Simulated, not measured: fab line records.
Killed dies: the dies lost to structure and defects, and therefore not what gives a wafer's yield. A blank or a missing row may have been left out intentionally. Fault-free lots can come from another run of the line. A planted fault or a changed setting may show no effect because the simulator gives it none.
Matching of chambers / flow sky130 / SKY_SPACER_ETCHBACK_02 on rie diel-03: 3 sister chambers
The step etches Si3N4 in CH3F/O2, stops on SiO2, time 46.7 s, target depth 45 nm. 14 wafers are shown with their chamber, then 6 later ones without.

## WAFERS WITH THEIR CHAMBER
wafer=L079.2; chamber=2; oes product au (a.u.)=0.857; throttle valve pct (%)=10.571
wafer=L079.4; chamber=1; oes product au (a.u.)=0.860; throttle valve pct (%)=10.574
wafer=L079.6; chamber=1; oes product au (a.u.)=0.844; throttle valve pct (%)=10.555
wafer=L080.3; chamber=2; oes product au (a.u.)=0.847; throttle valve pct (%)=10.557
wafer=L080.5; chamber=0; oes product au (a.u.)=0.842; throttle valve pct (%)=10.559
wafer=L080.6; chamber=1; oes product au (a.u.)=0.849; throttle valve pct (%)=10.567
wafer=L082.1; chamber=1; oes product au (a.u.)=0.853; throttle valve pct (%)=10.569
wafer=L082.3; chamber=0; oes product au (a.u.)=0.854; throttle valve pct (%)=10.565
wafer=L082.6; chamber=1; oes product au (a.u.)=0.857; throttle valve pct (%)=10.563
wafer=L085.1; chamber=2; oes product au (a.u.)=0.859; throttle valve pct (%)=10.564
wafer=L085.4; chamber=1; oes product au (a.u.)=0.861; throttle valve pct (%)=10.551
wafer=L085.6; chamber=2; oes product au (a.u.)=0.853; throttle valve pct (%)=10.554
wafer=L090.1; chamber=0; oes product au (a.u.)=0.853; throttle valve pct (%)=10.559
wafer=L090.2; chamber=1; oes product au (a.u.)=0.853; throttle valve pct (%)=10.537

SIGNATURES (means of the wafers above)
reading=oes product au; chamber 0=0.84967; chamber 1=0.85386; chamber 2=0.85400; scatter within a chamber=0.00598
reading=throttle valve pct; chamber 0=10.56100; chamber 1=10.55943; chamber 2=10.56150; scatter within a chamber=0.0103
Rule: for a wafer and a chamber, the distance is found by dividing, reading by reading, the gap between the wafer's reading and the chamber's mean by the reading's scatter, squaring, summing and taking the root. If the next closest chamber is less than 2 further off than the closest, the wafer can't be placed; otherwise it belongs to the closest. How the scatter is found: for the shown wafers, subtract from each reading the mean of its chamber, square and add these, divide the total by (wafers less chambers), then take the root.

## WAFERS WHOSE CHAMBER IS MISSING
wafer=L090.5; oes product au (a.u.)=0.858; throttle valve pct (%)=10.545
wafer=L093.1; oes product au (a.u.)=0.849; throttle valve pct (%)=10.572
wafer=L093.3; oes product au (a.u.)=0.861; throttle valve pct (%)=10.559
wafer=L095.4; oes product au (a.u.)=0.859; throttle valve pct (%)=10.559
wafer=L095.5; oes product au (a.u.)=0.855; throttle valve pct (%)=10.549
wafer=L095.6; oes product au (a.u.)=0.852; throttle valve pct (%)=10.576

## EACH ONE'S CHAMBER
wafer=L090.5; from the rows above=can't be placed: 1 or 2 or 0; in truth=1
wafer=L093.1; from the rows above=can't be placed: 0 or 2 or 1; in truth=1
wafer=L093.3; from the rows above=can't be placed: 1 or 2 or 0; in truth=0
wafer=L095.4; from the rows above=can't be placed: 1 or 2 or 0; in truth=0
wafer=L095.5; from the rows above=can't be placed: 1 or 2 or 0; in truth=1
wafer=L095.6; from the rows above=can't be placed: 2 or 0 or 1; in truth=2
Placed correctly: 0 of 6. These rows do not allow placing 6 (true chamber among the candidates in 6). 0 placed wrongly.
